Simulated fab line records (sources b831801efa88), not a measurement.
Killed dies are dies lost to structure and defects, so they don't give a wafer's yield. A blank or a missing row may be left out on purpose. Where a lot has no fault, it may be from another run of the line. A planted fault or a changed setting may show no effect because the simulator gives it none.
Matching of chambers + flow gf180mcu + 4 sister chambers for GF_V3_CMP_26 on cmp-01
The step polishes, stops on SiO2, t overpolish 15 s, target thk 0 nm. 8 wafers are shown with their chamber, then 11 later ones without.

WAFERS WITH THEIR CHAMBER
| wafer  | chamber | motor current A (A) | time to endpoint s (s) |
|--------|---------|---------------------|------------------------|
| L624.5 | 0       | 9.5                 | 82                     |
| L639.2 | 3       | 10.1                | 80                     |
| L639.3 | 0       | 10.2                | 83                     |
| L639.4 | 1       | 10.4                | 79                     |
| L641.2 | 1       | 10.6                | 78                     |
| L641.3 | 2       | 13.0                | 77                     |
| L641.5 | 3       | 10.5                | 77                     |
| L640.1 | 2       | 12.9                | 78                     |

WAFERS WITH NO CHAMBER GIVEN
| wafer  | motor current A (A) | time to endpoint s (s) |
|--------|---------------------|------------------------|
| L640.2 | 9.5                 | 80                     |
| L640.4 | 10.3                | 77                     |
| L644.2 | 10.7                | 83                     |
| L644.4 | 12.3                | 78                     |
| L644.6 | 11.0                | 80                     |
| L645.3 | 10.4                | 82                     |
| L645.4 | 12.2                | 81                     |
| L645.5 | 12.9                | 82                     |
| L646.1 | 10.1                | 78                     |
| L646.4 | 10.7                | 81                     |
| L646.5 | 13.0                | 77                     |

THE CHAMBER EACH PASSED THROUGH
| wafer  | from the rows above          | in truth |
|--------|------------------------------|----------|
| L640.2 | can't be placed: 0 or 3 or 1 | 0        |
| L640.4 | can't be placed: 3 or 1      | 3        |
| L644.2 | can't be placed: 0 or 1 or 3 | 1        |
| L644.4 | 2                            | 2        |
| L644.6 | can't be placed: 1 or 3      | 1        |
| L645.3 | can't be placed: 0 or 1 or 3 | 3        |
| L645.4 | 2                            | 2        |
| L645.5 | 2                            | 2        |
| L646.1 | can't be placed: 3 or 1      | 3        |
| L646.4 | can't be placed: 1 or 3 or 0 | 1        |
| L646.5 | 2                            | 2        |
Placed correctly: 4 of 11. Unplaceable from these rows: 7, with the true chamber sitting among the candidates in 7. Number placed wrongly: 0.
How it was worked out, from the rows above alone: a wafer's distance from a chamber is the root of the sum, over the readings, of the square of ((its reading less the chamber's mean) divided by the reading's scatter). If the next closest chamber is less than 2 further off than the closest, the wafer can't be placed; otherwise it belongs to the closest. A chamber's mean is the mean of its shown wafers. The scatter: the root of (the sum of the squares of (reading less its chamber's mean) over the shown wafers, divided by (wafers less chambers)).
